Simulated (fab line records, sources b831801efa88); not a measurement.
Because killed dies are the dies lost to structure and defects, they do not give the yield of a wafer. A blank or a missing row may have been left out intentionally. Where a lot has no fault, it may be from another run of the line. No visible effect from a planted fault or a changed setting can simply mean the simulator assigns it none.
One fault seen from 2 desks	flow sky130	every desk sees just its own numbers, and what lay behind them comes last

METROLOGY DESK
Means of the sampled wafers that have a number, per lot and without regard to the tool the lot ran on: this is what the gauges read. A lot is out of limits, marked OUT, if its mean lies more than 4 standard deviations from the usual mean; the brackets give that distance.
Columns: A = VT_ADJUST_NCORE_TW at SKY_VT_ADJUST_NCORE_TW_MEAS_11, usual 220.6; B = SONOS_TUNNEL_OVL at SKY_SONOS_TUNNEL_OVL_MEAS_08, usual -0.2 nm
lot	first seen here	A	B
L681	day 10 02:40	221.6	1.5
L683	day 10 09:35	220.0	-1.7
L684	day 10 11:28	221.0	-0.4
L685	day 11 03:55	221.8	-0.7
L687	day 11 08:03	218.3	0.9
L692	day 12 16:17	218.9	2.2
L694	day 13 12:32	226.1 (+5.0) OUT	0.2
L695	day 14 07:05	225.1 (+4.1) OUT	0.2
L696	day 14 12:26	224.6	0.4
L697	day 14 15:18	220.6	-0.6
L698	day 15 12:11	221.0	0.6
Finding of this desk: L694, L695 out of limits, first seen on L694 at day 13 12:32 (VT_ADJUST_NCORE_TW at SKY_VT_ADJUST_NCORE_TW_MEAS_11). L681, L683, L684, L685, L687, L692, L696, L697, L698: within limits.

TOOL OWNER'S DESK, implanter-01
The tool's own readings at SKY_VT_ADJUST_NCORE_IMPLANT_09: means of the sampled wafers that have a number, for each lot that ran on this tool. A lot is out of limits, marked OUT, if its mean lies more than 4 standard deviations from the usual mean; the brackets give that distance.
Columns: A = beam_on_s at SKY_VT_ADJUST_NCORE_IMPLANT_09, usual 9.99 s; B = dose_ions_cm2 at SKY_VT_ADJUST_NCORE_IMPLANT_09, usual 2.4e+12; C = end_station_pressure_torr at SKY_VT_ADJUST_NCORE_IMPLANT_09, usual 5e-06 Torr; D = faraday_current_uA at SKY_VT_ADJUST_NCORE_IMPLANT_09, usual 13.6
lot	first seen here	A	B	C	D
L685	day 11 03:42	10.00	2.4e+12	5e-06	13.5
L687	day 11 07:49	10.13	2.4e+12	5e-06	13.3
L694	day 13 12:17	11.14 (+5.2) OUT	2.4e+12	6e-05 (+99 or more) OUT	11.7 (-6.3) OUT
L695	day 14 06:50	10.41	2.4e+12	6e-05 (+99 or more) OUT	12.5
L696	day 14 12:11	10.76	2.4e+12	6e-05 (+99 or more) OUT	12.1 (-5.0) OUT
Finding of this desk: L694, L695, L696 out of limits; the first was L694 at day 13 12:17, on beam_on_s at SKY_VT_ADJUST_NCORE_IMPLANT_09. L685, L687: within limits.

BROUGHT TOGETHER
At day 13 12:17, on L694, L695, L696, the tool owner's desk was in a position to raise an alarm.
The metrology desk could have raised an alarm at day 13 12:32, on L694, L695.
The metrology desk has L696 on record, within its limits.
SKY_VT_ADJUST_NCORE_IMPLANT_09 was run on implanter-01 by each of the lots named.

WHAT THE SIMULATOR PUT IN
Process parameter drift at SKY_VT_ADJUST_NCORE_IMPLANT_09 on implanter-01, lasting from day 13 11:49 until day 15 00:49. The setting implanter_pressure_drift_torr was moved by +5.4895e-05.
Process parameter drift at SKY_VT_ADJUST_NCORE_IMPLANT_09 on implanter-01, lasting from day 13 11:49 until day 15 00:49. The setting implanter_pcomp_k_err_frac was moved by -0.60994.
Shown lots that were struck: L694, L695, L696.
Time in hours from fault onset to the first out-of-limits reading at each desk: tool owner's desk 0, metrology desk 1.
